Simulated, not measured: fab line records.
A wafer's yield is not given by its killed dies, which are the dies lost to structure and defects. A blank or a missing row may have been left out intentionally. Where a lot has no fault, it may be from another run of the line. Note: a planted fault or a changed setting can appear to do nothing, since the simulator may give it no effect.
Split-lot experiment    flow sky130    23 wafers read across 5 lots, on a route 708 steps long

== ABOUT THE SPLIT ==
At SKY_METAL4_SPUTTER_00 (material Ti, target thk 15 nm, time 10 s), the setting time-s was moved away from the recipe's 10 s on 8 of the 23 wafers read, by -8.3% to +6.8%. This setting was run at the recipe's value on the other wafers.

Reading taken at the split's own step.

== THE READING ==
Ti_of_METAL4_SPUTTER_00.thk-nm (the simulator's own value, which no gauge read), in nm, at SKY_METAL4_SPUTTER_00 (material Ti, target thk 15 nm, time 10 s). The file gives no usual value for it. Average 14.80 nm, standard deviation 0.28 nm, over the 15 wafers here run with the recipe.

wafer   tool, chamber at the split  time-s as run, s  against the recipe  Ti_of_METAL4_SPUTTER_00.thk-nm, nm  against lot-mates on the recipe
L074.1  pvd-sputter-03, -           10                recipe              14.85                               -
L074.3  pvd-sputter-03, -           10                recipe              14.48                               -
L074.4  pvd-sputter-03, -           10                recipe              14.51                               -
L074.5  pvd-sputter-03, -           10                recipe              14.47                               -
L074.6  pvd-sputter-03, -           10                recipe              14.45                               -
L076.2  pvd-sputter-01, -           10                recipe              15.31                               -
L076.4  pvd-sputter-01, -           10                recipe              14.92                               -
L076.6  pvd-sputter-01, -           10                recipe              15.41                               -
L077.1  pvd-sputter-01, -           9.173             -8.3%               13.47                               -1.37
L077.2  pvd-sputter-01, -           10                recipe              14.65                               -
L077.3  pvd-sputter-01, -           10                recipe              15.03                               -
L077.4  pvd-sputter-01, -           9.173             -8.3%               13.64                               -1.20
L077.6  pvd-sputter-01, -           9.173             -8.3%               13.41                               -1.43
L079.1  pvd-sputter-03, -           10.68             +6.8%               15.61                               +0.88
L079.2  pvd-sputter-03, -           10                recipe              14.71                               -
L079.3  pvd-sputter-03, -           10.68             +6.8%               15.75                               +1.02
L079.4  pvd-sputter-03, -           10.68             +6.8%               15.68                               +0.95
L079.5  pvd-sputter-03, -           10                recipe              14.74                               -
L084.2  pvd-sputter-04, -           10.66             +6.6%               15.89                               +1.09
L084.3  pvd-sputter-04, -           10.66             +6.6%               16.02                               +1.22
L084.4  pvd-sputter-04, -           10                recipe              14.81                               -
L084.5  pvd-sputter-04, -           10                recipe              14.74                               -
L084.6  pvd-sputter-04, -           10                recipe              14.85                               -

FIT RESULTS
A straight line over all 23 wafers: Ti_of_METAL4_SPUTTER_00.thk-nm changes by +0.152 nm for each +1% of time-s; r = +0.94; the points scatter about the line by 0.25 nm.
The same after taking each lot's own level away (the mean of its wafers on the recipe; 23 wafers): +0.158 nm for each +1%; r = +0.98; scatter 0.14 nm.
That fit puts the effect of the largest move of time-s on the reading at 1.3 nm.
From 14.552 to 15.213 nm: that is the span of the lots' own levels, equal to 2.4 times the standard deviation above.
Consequently the slope shifts little with the lot-to-lot level, the two slopes agreeing.
Check: for one of the wafers moved furthest among these (-8.3%), held out of the fit, the line's prediction against its lot-mates is -1.3 nm. Against them it came out at -1.37 nm.

== OTHER SPLITS APPLIED TO THESE WAFERS ==
Before the reading, these wafers also passed through other splits. Each is held against what the fit with the lots' levels taken away leaves over:
other split on the same wafers      wafers away from the commonest value  r with Ti_of_METAL4_SPUTTER_00.thk-nm (lot level and that fit taken away)
SKY_CAPM_DEVELOP_11 develop-time-s  8                                     +0.04
SKY_VIA3_EXPOSE_09 dose-mj          9                                     -0.08
SKY_VIA3_ETCH_14 bias-w             7                                     -0.12

== FILE'S OWN FIT ==
Ti_of_METAL4_SPUTTER_00.thk-nm changes by +0.159 nm for each +1% of time-s, r = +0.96.
